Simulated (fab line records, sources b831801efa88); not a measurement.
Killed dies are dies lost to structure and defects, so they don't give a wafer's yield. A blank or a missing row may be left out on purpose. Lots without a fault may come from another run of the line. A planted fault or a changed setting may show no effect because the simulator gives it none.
One fault seen from 2 desks | flow sky130 | each desk has only its own numbers; what lay behind them comes last

THE TOOL OWNER'S DESK: lpcvd-03
The tool's own readings at SKY_SONOS_ONO_CVD_04 (deposits SiO2 from SiH4/N2O, target thk 5.7199 nm): means of the sampled wafers that have a number, for each lot that ran on this tool. A lot is out of limits, marked OUT, if its mean lies more than 4 standard deviations from the usual mean; the brackets give that distance. Of its 9 readings 7 are shown: the one that was out of limits first, and those that lie furthest out on some lot.
Columns: A = spike_tc_bottom_C at SKY_SONOS_ONO_CVD_04, usual 914 C; B = spike_tc_centre_C at SKY_SONOS_ONO_CVD_04, usual 900.0 C; C = spike_tc_lower_C at SKY_SONOS_ONO_CVD_04, usual 901.2 C; D = spike_tc_top_C at SKY_SONOS_ONO_CVD_04, usual 913.6 C; E = spike_tc_upper_C at SKY_SONOS_ONO_CVD_04, usual 900.6 C; F = susceptor_temp_C at SKY_SONOS_ONO_CVD_04, usual 900.0 C; G = zone_power_centre_pct at SKY_SONOS_ONO_CVD_04, usual 17.28 %
lot  | first seen here | A             | B               | C               | D               | E               | F                       | G
L103 | day 11 06:43    | 917           | 900.3           | 901.3           | 914.6           | 901.1           | 900.0                   | 17.27
L105 | day 12 08:03    | 911           | 900.4           | 900.6           | 911.3           | 899.6           | 900.0                   | 17.20
L106 | day 12 09:24    | 917           | 898.3           | 901.6           | 914.9           | 901.0           | 900.0                   | 17.29
L107 | day 12 22:50    | 961 (+12) OUT | 943.8 (+36) OUT | 944.9 (+44) OUT | 958.5 (+24) OUT | 945.2 (+34) OUT | 943.7 (+99 or more) OUT | 19.08 (+11) OUT
L108 | day 13 03:08    | 961 (+12) OUT | 944.1 (+37) OUT | 944.7 (+44) OUT | 958.7 (+24) OUT | 945.9 (+35) OUT | 944.1 (+99 or more) OUT | 19.12 (+11) OUT
L109 | day 13 13:26    | 962 (+12) OUT | 943.9 (+37) OUT | 946.0 (+45) OUT | 958.0 (+23) OUT | 945.7 (+35) OUT | 944.3 (+99 or more) OUT | 19.13 (+11) OUT
L119 | day 16 21:56    | 908           | 901.3           | 900.5           | 911.4           | 899.7           | 900.1                   | 17.40
L121 | day 17 15:45    | 909           | 901.4           | 901.6           | 911.8           | 900.0           | 899.5                   | 17.32
L122 | day 17 19:22    | 916           | 899.3           | 901.6           | 915.4           | 901.6           | 900.0                   | 17.17
L123 | day 18 02:41    | 917           | 899.8           | 901.3           | 913.9           | 902.4           | 900.2                   | 17.36
L124 | day 18 13:40    | 917           | 899.9           | 902.2           | 914.6           | 900.1           | 900.1                   | 17.35
This desk's finding: out of limits on L107, L108, L109; first on L107, day 12 22:50 (spike_tc_bottom_C at SKY_SONOS_ONO_CVD_04). In limits: L103, L105, L106, L119, L121, L122, L123, L124.

THE METROLOGY DESK
What the gauges read, lot by lot, whatever tool the lot ran on: means of the sampled wafers that have a number. A lot is out of limits, marked OUT, if its mean lies more than 4 standard deviations from the usual mean; the brackets give that distance.
Columns: A = SONOS_ONO_CVD_02_THK at SKY_SONOS_ONO_THK_MEAS_03, usual 10.51 nm; B = SONOS_ONO_CVD_04_THK at SKY_SONOS_ONO_THK_MEAS_05, usual 5.67 nm; C = GATE_OXIDE_OXIDATION_00_THK at SKY_GATE_OXIDE_THK_MEAS_02, usual 10.24 nm
lot  | first seen here | A     | B              | C
L103 | day 11 06:39    | 10.37 | 5.62           | 10.36
L105 | day 12 07:59    | 10.47 | 5.61           | 9.80
L106 | day 12 09:20    | 10.47 | 5.85           | 10.04
L107 | day 12 22:47    | 10.78 | 9.15 (+35) OUT | 10.39
L108 | day 13 03:06    | 10.36 | 9.21 (+35) OUT | 10.42
L109 | day 13 13:23    | 10.69 | 9.05 (+34) OUT | 10.30
L119 | day 16 21:53    | 10.31 | 5.50           | 10.68
L121 | day 17 15:41    | 10.25 | 5.61           | 10.32
L122 | day 17 19:19    | 10.40 | 5.70           | 10.45
L123 | day 18 02:37    | 10.46 | 5.69           | 10.42
L124 | day 18 13:36    | 10.82 | 5.50           | 10.43
This desk's finding: out of limits on L107, L108, L109; first on L107, day 13 00:06 (SONOS_ONO_CVD_04_THK at SKY_SONOS_ONO_THK_MEAS_05). In limits: L103, L105, L106, L119, L121, L122, L123, L124.

PUT TOGETHER
The tool owner's desk could have raised an alarm at day 12 22:50, on L107, L108, L109.
The metrology desk could have raised an alarm at day 13 00:06, on L107, L108, L109.
Of the lots named, all ran SKY_SONOS_ONO_CVD_04 on lpcvd-03.

WHAT THE SIMULATOR HAD PUT IN
Process parameter drift: lpcvd-03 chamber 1, from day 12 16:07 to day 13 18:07, at SKY_SONOS_ONO_CVD_04. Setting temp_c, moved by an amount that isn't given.
Lots struck among those shown: L107, L108, L109.
Hours from the fault's start to each desk's first reading out of limits: the tool owner's desk, 7; the metrology desk, 8.
